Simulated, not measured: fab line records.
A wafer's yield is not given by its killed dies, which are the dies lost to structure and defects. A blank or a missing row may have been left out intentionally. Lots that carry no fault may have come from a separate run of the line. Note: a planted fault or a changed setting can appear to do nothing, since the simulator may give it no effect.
2 desks, one fault / flow gf180mcu / what lay behind the numbers comes last; until then each desk has only its own

AT THE METROLOGY DESK
Means of the sampled wafers that have a number, per lot and without regard to the tool the lot ran on: this is what the gauges read. The brackets show how far a lot's mean lies from the usual mean; more than 4 standard deviations puts the lot out of limits, marked OUT.
Columns: A = V2_CVD_00_THK at GF_V2_THK_MEAS_01, usual 598 nm; B = V2_W_RS at GF_V2_RS_MEAS_24, usual 0.328 ohm/sq; C = V2_W_THK at GF_V2_THK_MEAS_25, usual 356 nm; D = M3_ALCU_THK at GF_M3_THK_MEAS_06, usual 452 nm
lot=L486; first seen here=day 21 00:43; A=582; B=0.328; C=358; D=453
lot=L489; first seen here=day 21 18:55; A=592; B=0.329; C=347; D=450
lot=L488; first seen here=day 21 21:25; A=592; B=0.328; C=356; D=450
lot=L490; first seen here=day 22 01:37; A=596; B=0.327; C=360; D=453
lot=L491; first seen here=day 22 12:32; A=597; B=0.328; C=359; D=455
lot=L493; first seen here=day 23 04:43; A=586; B=0.329; C=356; D=454
lot=L497; first seen here=day 24 12:38; A=605; B=0.326; C=358; D=458
lot=L502; first seen here=day 26 02:38; A=601; B=0.341 (+4.1) OUT; C=348; D=452
lot=L503; first seen here=day 26 06:29; A=606; B=0.326; C=361; D=451
lot=L505; first seen here=day 27 02:35; A=600; B=0.331; C=348; D=454
lot=L506; first seen here=day 27 06:46; A=598; B=0.332; C=348; D=454
This desk's finding: out of limits on L502; first on L502, day 27 01:02 (V2_W_RS at GF_V2_RS_MEAS_24). In limits: L486, L489, L488, L490, L491, L493, L497, L503, L505, L506.

DESK OF THE TOOL OWNER: cvd_w-02
The tool's own readings at GF_V2_CVD_23 (deposits W, target thk 350 nm, time 104.94 s): means of the sampled wafers that have a number, for each lot that ran on this tool. The brackets show how far a lot's mean lies from the usual mean; more than 4 standard deviations puts the lot out of limits, marked OUT.
Columns: A = heater_power_w at GF_V2_CVD_23, usual 875 W
lot=L486; first seen here=day 22 01:50; A=902
lot=L489; first seen here=day 22 19:58; A=901
lot=L490; first seen here=day 23 01:55; A=903
lot=L491; first seen here=day 23 13:19; A=914
lot=L493; first seen here=day 24 05:11; A=912
lot=L497; first seen here=day 25 11:51; A=913
lot=L502; first seen here=day 27 00:55; A=895
This desk found nothing out of limits on any of the 7 lots.

TAKEN TOGETHER
On L502, the metrology desk was in a position to raise an alarm at day 27 01:02.
Nothing out of limits was seen by the tool owner's desk.
On record at the tool owner's desk: L502, within its limits.
On cvd_w-02, each named lot ran GF_V2_CVD_23.

WHAT HAD BEEN PUT IN BY THE SIMULATOR
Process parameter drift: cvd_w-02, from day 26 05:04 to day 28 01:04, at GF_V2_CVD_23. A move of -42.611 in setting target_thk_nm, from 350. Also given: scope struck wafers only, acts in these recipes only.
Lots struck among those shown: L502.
Time in hours between the start of the fault and the first out-of-limits reading at each desk: metrology desk, 20.
